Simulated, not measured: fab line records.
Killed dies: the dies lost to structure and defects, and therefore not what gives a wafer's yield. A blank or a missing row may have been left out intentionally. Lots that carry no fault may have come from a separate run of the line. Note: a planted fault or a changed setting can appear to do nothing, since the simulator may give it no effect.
Comparing a struck lot with a sound one / flow sky130 / 17 out of 708 route steps
Sound: these wafers, L767.2, L767.3, L767.4. Struck: wafers L776.1, L776.3, L776.6. The cause is given at the end.
Order at every step that has rows: each side's tool, ch and its chambers, its first start. Under that, the readings that differ: sound wafers / struck wafers / difference of the means / sigmas: that difference in standard deviations of wafers without a fault.
alike: words and numbers the same on both sides, and readings whose means are apart by under 2 such deviations; not compared: readings that were withheld, readings missing a value for some wafer, numbers with overlapping values and no deviation given by the record, and bounds like >300 which may hide the same value.
The two part at a step that has a row with sigmas, a row that says differs or no value, or rows on one side only. Numbers that don't overlap but have no deviation are shown without sigmas and don't part them. A reading that every wafer of one side lacks parts them only if that side has two wafers or more.

first, 5 steps without rows for these wafers: SKY_SD_N_COAT_02 (resist thk 1140 nm); SKY_SD_N_SOFTBAKE_03 (time 60 s); SKY_SD_N_EXPOSE_04 (exposes mask NSDM, target cd 380 nm); SKY_SD_N_PEB_05; SKY_SD_N_DEVELOP_06 (develop time 60 s).
SKY_SD_N_CD_MEAS_07: the cd target is 380 nm.
  sound on cdSem-01, day 29 11:19; struck on cdSem-02, day 32 17:03
  alike: cdNm
SKY_SD_N_OVL_MEAS_08:
  sound on overlay-01, day 29 11:25; struck on overlay-01, day 32 17:10
  alike: SD_N_OVL
then, 2 steps without rows for these wafers: SKY_SD_N_IMPLANT_09; SKY_SD_N_IMPLANT_10.
SKY_SD_N_STRIP_11: strips in O2/N2.
  sound on plasmaAsher-04 ch 0,1, day 29 11:45; struck on plasmaAsher-04 ch 0,1, day 32 17:30
  alike: drypumpMotorCurrentA, oesProductAu, stripTimeToEndpointS
  not compared: rfHoursCounterH
SKY_SD_N_TW_MEAS_12:
  sound on filmMetro-03, day 29 11:52; struck on filmMetro-03, day 32 17:36
  alike: SD_N_TW
then, 1 step without rows for these wafers: SKY_SD_N_CLEAN_13 (cleans in SC1/SC2, time 150 s).
SKY_SD_N_RTA_14: time 2 s.
  sound on rtpAnneal-01 ch 0, day 29 11:59; struck on rtpAnneal-01 ch 0, day 32 17:43
reading=wafer_temp_C_max; sound=1080.0 1077.9 1077.9; struck=1088.5 1086.7 1086.5; difference=+8.6; sigmas=+6
  alike: lampPowerPct
SKY_SD_N_RS_MEAS_16: the measuring method here is four-point-probe.
  sound on filmMetro-02, day 29 12:10; struck on filmMetro-04, day 32 17:53
reading=SD_N_RS (ohm/sq); sound=68.46 68.47 68.56; struck=67.02 66.97 66.98; difference=-1.51; sigmas=-15
SKY_SD_N_RS_MEAS_17: the measuring method here is four-point-probe.
  sound on filmMetro-02, day 29 12:17; struck on filmMetro-04, day 32 18:01
reading=SD_P_RS (ohm/sq); sound=146.5 146.5 146.6; struck=138.7 138.7 139.2; difference=-7.7; sigmas=-23
SKY_SD_N_RS_MEAS_18: the measuring method here is four-point-probe.
  sound on filmMetro-02, day 29 12:25; struck on filmMetro-04, day 32 18:08
reading=RES_XHIGH_RS (ohm/sq); sound=335.4 333.4 333.9; struck=331.7 331.1 331.9; difference=-2.7; sigmas=-2
-- here the record skips 16 days between the struck wafers' starts before and after, leaving off in module SD_N and picking up in module PAD_OPEN (first step shown: number 708 of the route) --
SKY_PAD_OPEN_PROBE_99:
  sound on prober-01, day 46 21:31; struck on prober-02, day 49 05:34
reading=model.etest.resXhighPo.lineOhmUm; sound=5536 5579 5620; struck=5013 5156 5114; difference=-484; sigmas=
reading=model.etest.resXhighPo.rsOhmSq; sound=1928 1968 1942; struck=1750 1838 1783; difference=-156; sigmas=
reading=model.etest.pfet_01v8.rOnOhmUm; sound=2896 3025 2871; struck=2829 2778 2768; difference=-139; sigmas=
reading=model.etest.resPdiff.lineOhmUm; sound=1315 1320 1332; struck=1298 1269 1271; difference=-43; sigmas=
reading=model.etest.resHighPo.lineOhmUm; sound=713.2 737.1 739.1; struck=669.7 685.7 694.5; difference=-46.5; sigmas=
reading=model.etest.resNdiff.lineOhmUm; sound=771.1 752.6 751.5; struck=740.3 736.7 748.4; difference=-16.6; sigmas=
reading=model.etest.resHighPo.rsOhmSq; sound=253.7 258.7 258.2; struck=237.7 245.4 243.3; difference=-14.7; sigmas=
  alike: killed_at_M0_to_M3, killed_at_M4_up, killedAtContacts, killedAtFrontEnd, killedAtOther, killedDies, killedOpen, killedShort
  not compared: model.etest.liconHighPo.rcOhm

== WHERE THEY PART ==
First at SKY_SD_N_RTA_14; last, within this record, at SKY_SD_N_RS_MEAS_18. Later steps at which nothing parts them and some readings are alike: SKY_PAD_OPEN_PROBE_99.

WHY: what the simulator had put in
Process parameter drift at SKY_SD_N_RTA_14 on rtpAnneal-01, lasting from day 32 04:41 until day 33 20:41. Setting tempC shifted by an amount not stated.
